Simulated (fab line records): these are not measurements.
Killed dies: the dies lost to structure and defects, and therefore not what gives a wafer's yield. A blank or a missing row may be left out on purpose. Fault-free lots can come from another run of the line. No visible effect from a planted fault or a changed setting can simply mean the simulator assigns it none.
Chamber matching	flow sky130	SKY_CONTACT_CMP_04 on cmp-02 has 4 sister chambers
The step polishes SiO2. 14 wafers are shown with their chamber, then 7 later ones without.

== EACH WAFER AND ITS CHAMBER ==
wafer	chamber	motorCurrentA (A)	headPressurePsi (psi)	edgeZonePressureFrac
L340.3	3	13.7	4.113	0.996
L340.4	1	12.2	4.118	1.002
L340.6	1	11.6	4.126	1.004
L343.1	1	11.5	4.123	1.008
L343.4	3	13.5	4.103	0.991
L343.5	0	12.7	4.128	1.004
L345.1	0	12.4	4.123	0.994
L345.2	3	14.6	4.127	0.998
L345.3	1	12.5	4.120	0.996
L348.1	0	12.4	4.119	1.000
L348.3	1	12.2	4.110	1.000
L348.4	2	12.9	4.128	1.003
L349.4	0	12.3	4.123	1.004
L349.5	2	13.1	4.133	0.998

SIGNATURES (averages over the wafers above)
reading	chamber 0	chamber 1	chamber 2	chamber 3	scatter within a chamber
motorCurrentA	12.450	12.000	13.000	13.933	0.392
headPressurePsi	4.12325	4.11940	4.13050	4.11433	0.00701
edgeZonePressureFrac	1.00050	1.00200	1.00050	0.99500	0.00431
Rule: a wafer lies at a distance from a chamber equal to the root of the sum of squares, over the readings, of (its reading less the chamber's mean, divided by the reading's scatter). The wafer belongs to the nearest chamber; if the next one is less than 2 further off, it can't be placed. The scatter: the root of (the sum of the squares of (reading less its chamber's mean) over the shown wafers, divided by (wafers less chambers)).

== WAFERS WHOSE CHAMBER IS MISSING ==
wafer	motorCurrentA (A)	headPressurePsi (psi)	edgeZonePressureFrac
L349.6	12.4	4.129	1.006
L360.1	13.8	4.140	1.000
L360.4	11.7	4.122	1.000
L360.5	11.9	4.119	1.008
L361.1	11.8	4.115	1.003
L361.4	12.3	4.126	0.996
L361.6	12.7	4.122	1.005

== WHICH CHAMBER EACH WENT THROUGH ==
wafer	from the rows above	in truth
L349.6	can't be placed: 0 or 1 or 2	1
L360.1	can't be placed: 2 or 3 or 0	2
L360.4	can't be placed: 1 or 0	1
L360.5	can't be placed: 1 or 0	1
L361.1	can't be placed: 1 or 0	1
L361.4	can't be placed: 0 or 1 or 2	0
L361.6	can't be placed: 0 or 2 or 1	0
Correct placement for 0 of the 7. Unplaceable from these rows: 7, with the true chamber sitting among the candidates in 7. Number placed wrongly: 0.
